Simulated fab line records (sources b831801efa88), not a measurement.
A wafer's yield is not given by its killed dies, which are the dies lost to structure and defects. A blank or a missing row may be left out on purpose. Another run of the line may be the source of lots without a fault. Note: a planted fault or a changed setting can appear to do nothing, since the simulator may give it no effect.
Which of the tools did it? :: flow gf180mcu :: Sampling: 13 lots, 39 wafers, 3 of 602 route steps

== WHAT THE GAUGES READ, wafer by wafer ==
GF_TOP_METAL_RS_MEAS_05: the measuring method here is four-point-probe.
lot: L914
measured: day 27 12:20
on: film-metro-04
TOP_METAL_ALCU_RS (ohm/sq): 0.0324 0.0326 0.0324

lot: L915
measured: day 27 20:14
on: film-metro-02
TOP_METAL_ALCU_RS (ohm/sq): 0.0330 0.0330 0.0329

lot: L916
measured: day 28 05:01
on: film-metro-02
TOP_METAL_ALCU_RS (ohm/sq): 0.0321 0.0326 0.0326

lot: L917
measured: day 28 10:08
on: film-metro-03
TOP_METAL_ALCU_RS (ohm/sq): 0.0325 0.0324 0.0324

lot: L918
measured: day 28 21:56
on: film-metro-03
TOP_METAL_ALCU_RS (ohm/sq): 0.0326 0.0325 0.0323

lot: L920
measured: day 29 10:29
on: film-metro-04
TOP_METAL_ALCU_RS (ohm/sq): 0.0333 0.0332 0.0331

lot: L921
measured: day 29 19:47
on: film-metro-04
TOP_METAL_ALCU_RS (ohm/sq): 0.0329 0.0331 0.0330

lot: L922
measured: day 30 01:01
on: film-metro-03
TOP_METAL_ALCU_RS (ohm/sq): 0.0329 0.0332 0.0332

lot: L923
measured: day 30 08:29
on: film-metro-03
TOP_METAL_ALCU_RS (ohm/sq): 0.0333 0.0332 0.0332

lot: L924
measured: day 30 18:51
on: film-metro-02
TOP_METAL_ALCU_RS (ohm/sq): 0.0325 0.0321 0.0323

lot: L925
measured: day 30 23:17
on: film-metro-03
TOP_METAL_ALCU_RS (ohm/sq): 0.0328 0.0329 0.0328

lot: L927
measured: day 31 10:31
on: film-metro-03
TOP_METAL_ALCU_RS (ohm/sq): 0.0329 0.0324 0.0325

lot: L935
measured: day 33 09:34
on: film-metro-02
TOP_METAL_ALCU_RS (ohm/sq): 0.0329 0.0328 0.0327

== TOOL THAT RAN EACH LOT (tool first, then ch and the chambers of the sampled wafers, then the start) ==
lot: L914
GF_POLY_GATE_OXIDATION_16: furnace-01 ch 0, day 9 12:36
GF_V5_STRIP_18: plasma-asher-02 ch 0,1, day 27 10:53

lot: L915
GF_POLY_GATE_OXIDATION_16: furnace-01 ch 0, day 9 16:45
GF_V5_STRIP_18: plasma-asher-01 ch 0,1, day 27 18:47

lot: L916
GF_POLY_GATE_OXIDATION_16: furnace-02 ch 0, day 10 00:31
GF_V5_STRIP_18: plasma-asher-02 ch 0,1, day 28 03:32

lot: L917
GF_POLY_GATE_OXIDATION_16: furnace-02 ch 0, day 10 07:43
GF_V5_STRIP_18: plasma-asher-02 ch 0,1, day 28 08:29

lot: L918
GF_POLY_GATE_OXIDATION_16: furnace-01 ch 0, day 10 17:46
GF_V5_STRIP_18: plasma-asher-01 ch 0,1, day 28 20:26

lot: L920
GF_POLY_GATE_OXIDATION_16: furnace-02 ch 0, day 11 05:30
GF_V5_STRIP_18: plasma-asher-04 ch 0,1, day 29 08:59

lot: L921
GF_POLY_GATE_OXIDATION_16: furnace-02 ch 0, day 11 15:32
GF_V5_STRIP_18: plasma-asher-04 ch 0,1, day 29 18:20

lot: L922
GF_POLY_GATE_OXIDATION_16: furnace-02 ch 0, day 11 21:31
GF_V5_STRIP_18: plasma-asher-01 ch 0,1, day 29 23:26

lot: L923
GF_POLY_GATE_OXIDATION_16: furnace-01 ch 0, day 12 05:04
GF_V5_STRIP_18: plasma-asher-02 ch 0,1, day 30 07:02

lot: L924
GF_POLY_GATE_OXIDATION_16: furnace-01 ch 0, day 12 13:00
GF_V5_STRIP_18: plasma-asher-04 ch 0,1, day 30 17:20

lot: L925
GF_POLY_GATE_OXIDATION_16: furnace-01 ch 0, day 12 20:08
GF_V5_STRIP_18: plasma-asher-01 ch 0,1, day 30 21:50

lot: L927
GF_POLY_GATE_OXIDATION_16: furnace-01 ch 0, day 13 07:57
GF_V5_STRIP_18: plasma-asher-04 ch 0,1, day 31 09:04

lot: L935
GF_POLY_GATE_OXIDATION_16: furnace-02 ch 0, day 15 17:18
GF_V5_STRIP_18: plasma-asher-04 ch 0,1, day 33 08:05
- GF_POLY_GATE_OXIDATION_16: stabilise 600 s, purge 300 s, target thk 4 nm.
- GF_V5_STRIP_18: strips in O2/N2.

== AS READ BY THE TOOLS THEMSELVES (means over the sampled wafers that have a number; for cases with no such wafer, the mark the record gives instead) ==
GF_POLY_GATE_OXIDATION_16.
lot: L914
tool: furnace-01
spike-tc-bottom-C (C): 862
spike-tc-centre-C (C): 851.3
zone-power-lower-pct (%): 16.3

lot: L915
tool: furnace-01
spike-tc-bottom-C (C): 861
spike-tc-centre-C (C): 851.3
zone-power-lower-pct (%): 16.3

lot: L916
tool: furnace-02
spike-tc-bottom-C (C): 871
spike-tc-centre-C (C): 852.4
zone-power-lower-pct (%): 14.6

lot: L917
tool: furnace-02
spike-tc-bottom-C (C): 870
spike-tc-centre-C (C): 851.8
zone-power-lower-pct (%): 14.6

lot: L918
tool: furnace-01
spike-tc-bottom-C (C): 862
spike-tc-centre-C (C): 849.7
zone-power-lower-pct (%): 16.2

lot: L920
tool: furnace-02
spike-tc-bottom-C (C): 868
spike-tc-centre-C (C): 851.9
zone-power-lower-pct (%): 14.6

lot: L921
tool: furnace-02
spike-tc-bottom-C (C): 869
spike-tc-centre-C (C): 851.5
zone-power-lower-pct (%): 14.6

lot: L922
tool: furnace-02
spike-tc-bottom-C (C): 869
spike-tc-centre-C (C): 851.7
zone-power-lower-pct (%): 14.5

lot: L923
tool: furnace-01
spike-tc-bottom-C (C): 862
spike-tc-centre-C (C): 851.3
zone-power-lower-pct (%): 16.1

lot: L924
tool: furnace-01
spike-tc-bottom-C (C): 862
spike-tc-centre-C (C): 850.3
zone-power-lower-pct (%): 16.4

lot: L925
tool: furnace-01
spike-tc-bottom-C (C): 861
spike-tc-centre-C (C): 850.9
zone-power-lower-pct (%): 16.2

lot: L927
tool: furnace-01
spike-tc-bottom-C (C): 862
spike-tc-centre-C (C): 849.6
zone-power-lower-pct (%): 16.1

lot: L935
tool: furnace-02
spike-tc-bottom-C (C): 870
spike-tc-centre-C (C): 851.9
zone-power-lower-pct (%): 14.6

GF_V5_STRIP_18.
lot: L914
tool: plasma-asher-02
drypump-motor-current-A (A): 5.8
heater-power-w (W): 322
o2-flow-sccm (sccm): 3011
oes-product-au (a.u.): 0.572

lot: L915
tool: plasma-asher-01
drypump-motor-current-A (A): 5.8
heater-power-w (W): 324
o2-flow-sccm (sccm): 3005
oes-product-au (a.u.): 0.564

lot: L916
tool: plasma-asher-02
drypump-motor-current-A (A): 5.9
heater-power-w (W): 297
o2-flow-sccm (sccm): 2999
oes-product-au (a.u.): 0.565

lot: L917
tool: plasma-asher-02
drypump-motor-current-A (A): 5.9
heater-power-w (W): 300
o2-flow-sccm (sccm): 2999
oes-product-au (a.u.): 0.564

lot: L918
tool: plasma-asher-01
drypump-motor-current-A (A): 5.5
heater-power-w (W): 299
o2-flow-sccm (sccm): 3003
oes-product-au (a.u.): 0.569

lot: L920
tool: plasma-asher-04
drypump-motor-current-A (A): 6.7
heater-power-w (W): 324
o2-flow-sccm (sccm): 2997
oes-product-au (a.u.): 0.575

lot: L921
tool: plasma-asher-04
drypump-motor-current-A (A): 6.6
heater-power-w (W): 320
o2-flow-sccm (sccm): 2998
oes-product-au (a.u.): 0.570

lot: L922
tool: plasma-asher-01
drypump-motor-current-A (A): 5.8
heater-power-w (W): 327
o2-flow-sccm (sccm): 3001
oes-product-au (a.u.): 0.570

lot: L923
tool: plasma-asher-02
drypump-motor-current-A (A): 5.9
heater-power-w (W): 301
o2-flow-sccm (sccm): 3005
oes-product-au (a.u.): 0.574

lot: L924
tool: plasma-asher-04
drypump-motor-current-A (A): 6.7
heater-power-w (W): 330
o2-flow-sccm (sccm): 3003
oes-product-au (a.u.): 0.568

lot: L925
tool: plasma-asher-01
drypump-motor-current-A (A): 5.5
heater-power-w (W): 293
o2-flow-sccm (sccm): 3001
oes-product-au (a.u.): 0.566

lot: L927
tool: plasma-asher-04
drypump-motor-current-A (A): 6.6
heater-power-w (W): 322
o2-flow-sccm (sccm): 3006
oes-product-au (a.u.): 0.564

lot: L935
tool: plasma-asher-04
drypump-motor-current-A (A): 6.6
heater-power-w (W): 332
o2-flow-sccm (sccm): 3005
oes-product-au (a.u.): 0.569

== THE ANSWER, worked out from the rows above alone ==
Rule: usual is defined by the lots themselves. Put in order of their means at a reading, lots are off if they are a third of the lots or fewer, leave a main group of 4 or more, and stand apart from it by a gap of 3 or more times the standard deviation of the main group's means; of several such gaps the widest counts. Not used: any main group whose means are identical at the precision the tables above print for the reading. A lot without any number at a reading at which 4 lots or more have one is off too. All remaining lots with rows at the step are treated as sound. After the gauges, taken in route order, come the tools' own readings; for these a lot's mean is taken, as printed above. At the first step where some lot is off, the reading lying furthest off is the one used; lots without a number count as furthest.
No lot is off on any of the readings shown, so nothing can be concluded from this.

== WHAT WAS PUT IN BY THE SIMULATOR ==
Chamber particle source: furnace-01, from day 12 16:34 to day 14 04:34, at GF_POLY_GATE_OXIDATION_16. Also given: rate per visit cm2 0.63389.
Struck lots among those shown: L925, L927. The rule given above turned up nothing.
